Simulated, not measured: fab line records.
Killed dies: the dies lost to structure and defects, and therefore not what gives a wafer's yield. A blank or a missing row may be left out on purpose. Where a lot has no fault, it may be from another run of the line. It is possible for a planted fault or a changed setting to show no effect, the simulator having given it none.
Matching of chambers -- flow gf180mcu -- GF_V4_CMP_26 on cmp-01: 4 sister chambers
The step polishes, stops on SiO2, t overpolish 15 s, target thk 0 nm. 4 wafers are shown with their chamber, then 8 later ones without.

## WAFERS WITH THEIR CHAMBER
wafer,chamber,motorCurrentA (A)
L384.1,3,10.4
L384.2,2,11.4
L384.3,1,11.4
L389.1,0,10.5

## WAFERS WITH NO CHAMBER GIVEN
wafer,motorCurrentA (A)
L389.3,11.6
L389.6,11.2
L392.2,11.2
L392.5,10.0
L392.6,11.6
L393.3,11.6
L393.4,9.7
L393.5,10.7

## CHAMBER TAKEN BY EACH
wafer,from the rows above,in truth
L389.3,can't be placed: 1 or 2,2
L389.6,can't be placed: 1 or 2 or 0 or 3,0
L392.2,can't be placed: 1 or 2 or 0 or 3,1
L392.5,can't be placed: 3 or 0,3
L392.6,can't be placed: 1 or 2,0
L393.3,can't be placed: 1 or 2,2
L393.4,can't be placed: 3 or 0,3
L393.5,can't be placed: 0 or 3 or 1 or 2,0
Correct placement for 0 of the 8. Can't be placed from these rows: 8 (the true chamber is among the candidates in 7). 0 placed wrongly.
How it was worked out, from the rows above alone: a wafer's distance from a chamber is the root of the sum, over the readings, of the square of ((its reading less the chamber's mean) divided by the reading's scatter). The wafer belongs to the nearest chamber; if the next one is less than 2 further off, it can't be placed. A chamber's mean is the mean of its shown wafers. The scatter: root of mean squared gap, hidden wafer to nearest shown wafer, with one shown wafer a chamber.
